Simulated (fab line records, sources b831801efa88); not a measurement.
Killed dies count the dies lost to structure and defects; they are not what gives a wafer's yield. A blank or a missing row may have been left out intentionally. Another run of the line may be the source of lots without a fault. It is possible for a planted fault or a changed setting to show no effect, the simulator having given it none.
2 desks, one fault | flow sky130 | only its own numbers are on each desk; what lay behind them is given at the end

FROM THE METROLOGY DESK
What the gauges read for every lot (on any tool): the sampled wafers with a number, averaged. If a lot's mean is further than 4 standard deviations from the usual mean, the lot is out of limits and carries the mark OUT (the distance appears in the brackets).
Columns: A = FIELD_ISO_CVD_24_THK at SKY_FIELD_ISO_THK_MEAS_25, usual 595 nm; B = DNWELL_TW at SKY_DNWELL_TW_MEAS_09, usual 1101; C = NWELL_RS at SKY_NWELL_RS_MEAS_29, usual 625.0 ohm/sq
lot  | first seen here | A   | B    | C
L874 | day 2 17:15     | 595 | 1092 | 623.2
L875 | day 2 23:55     | 600 | 1102 | 625.1
L879 | day 3 19:16     | 592 | 1106 | 626.3
L882 | day 4 10:23     | 600 | 1105 | 625.3
L883 | day 4 14:20     | 591 | 1106 | 626.5
L885 | day 5 04:53     | 598 | 1100 | 624.5
L886 | day 5 06:59     | 605 | 1097 | 624.6
L890 | day 6 03:35     | 593 | 1090 | 624.9
L891 | day 6 09:39     | 589 | 1079 | 635.3 (+6.5) OUT
L892 | day 6 15:18     | 589 | 1110 | 627.5
L893 | day 6 20:50     | 594 | 1107 | 624.1
L894 | day 7 02:02     | 592 | 1114 | 634.2 (+5.8) OUT
This desk finds L891, L894 out of limits, with the earliest case on L891 at day 10 01:07 (NWELL_RS at SKY_NWELL_RS_MEAS_29). Within limits: L874, L875, L879, L882, L883, L885, L886, L890, L892, L893.

DESK OF THE TOOL OWNER: implanter-04
SKY_NWELL_IMPLANT_13, tool's own readings: per-lot mean of the sampled wafers with a number, covering each lot this tool ran. If a lot's mean is further than 4 standard deviations from the usual mean, the lot is out of limits and carries the mark OUT (the distance appears in the brackets).
Columns: A = doseIonsCm2 at SKY_NWELL_IMPLANT_13, usual 6.997e+11; B = faradayCurrentUA at SKY_NWELL_IMPLANT_13, usual 3.94
lot  | first seen here | A                           | B
L875 | day 5 07:13     | 6.994e+11                   | 4.04
L885 | day 7 19:56     | 6.984e+11                   | 4.02
L891 | day 9 02:45     | 4.165e+11 (-99 or more) OUT | 2.35 (-21) OUT
L894 | day 9 19:51     | 4.160e+11 (-99 or more) OUT | 2.37 (-20) OUT
This desk's verdict: out of limits on L891, L894, starting with L891 at day 9 02:45 (doseIonsCm2 at SKY_NWELL_IMPLANT_13). Within limits: L875, L885.

PUT TOGETHER
On L891, L894, at day 9 02:45, an alarm was possible from the tool owner's desk.
L891, L894 would have let the metrology desk raise an alarm at day 10 01:07.
All the named lots went through SKY_NWELL_IMPLANT_13 on implanter-04.

WHAT THE SIMULATOR HAD INSERTED
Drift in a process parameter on implanter-04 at SKY_NWELL_IMPLANT_13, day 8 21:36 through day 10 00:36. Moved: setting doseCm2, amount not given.
Lots struck among those shown: L891, L894.
Time in hours from fault onset to the first out-of-limits reading at each desk: tool owner's desk 5, metrology desk 28.
